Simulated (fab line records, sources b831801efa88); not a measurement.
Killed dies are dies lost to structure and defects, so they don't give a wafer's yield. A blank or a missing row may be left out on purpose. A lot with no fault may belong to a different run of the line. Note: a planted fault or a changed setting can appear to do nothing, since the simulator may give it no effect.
Matching of chambers | flow sky130 | SKY_LI_CONTACT_CMP_02 on cmp-01 has 4 sister chambers
The step polishes PSG. 4 wafers are shown with their chamber, then 6 later ones without.

== WAFERS WITH THEIR CHAMBER ==
wafer  | chamber | motorCurrentA (A)
L229.1 | 3       | 11.4
L229.2 | 2       | 10.8
L230.3 | 0       | 11.4
L230.4 | 1       | 11.9

== WAFERS MISSING THEIR CHAMBER ==
wafer  | motorCurrentA (A)
L230.5 | 12.0
L236.3 | 10.8
L236.4 | 10.5
L236.6 | 10.8
L237.2 | 10.8
L237.4 | 11.1

== WHICH CHAMBER EACH WENT THROUGH ==
wafer  | from the rows above          | in truth
L230.5 | 1                            | 1
L236.3 | 2                            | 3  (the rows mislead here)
L236.4 | 2                            | 2
L236.6 | 2                            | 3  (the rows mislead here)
L237.2 | 2                            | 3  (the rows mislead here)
L237.4 | can't be placed: 2 or 0 or 3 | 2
Correctly placed: 2 of 6. From these rows, 1 cannot be placed; in 1 the true chamber is one of the candidates. Wrongly placed: 3.
How it was worked out, from the rows above alone: a wafer's distance from a chamber is the root of the sum, over the readings, of the square of ((its reading less the chamber's mean) divided by the reading's scatter). If the next closest chamber is less than 2 further off than the closest, the wafer can't be placed; otherwise it belongs to the closest. For every chamber, the mean is computed from those of its wafers that are shown. The scatter (one wafer shown for each chamber): square how far every hidden wafer sits from the nearest shown wafer, average those squares and take the square root.
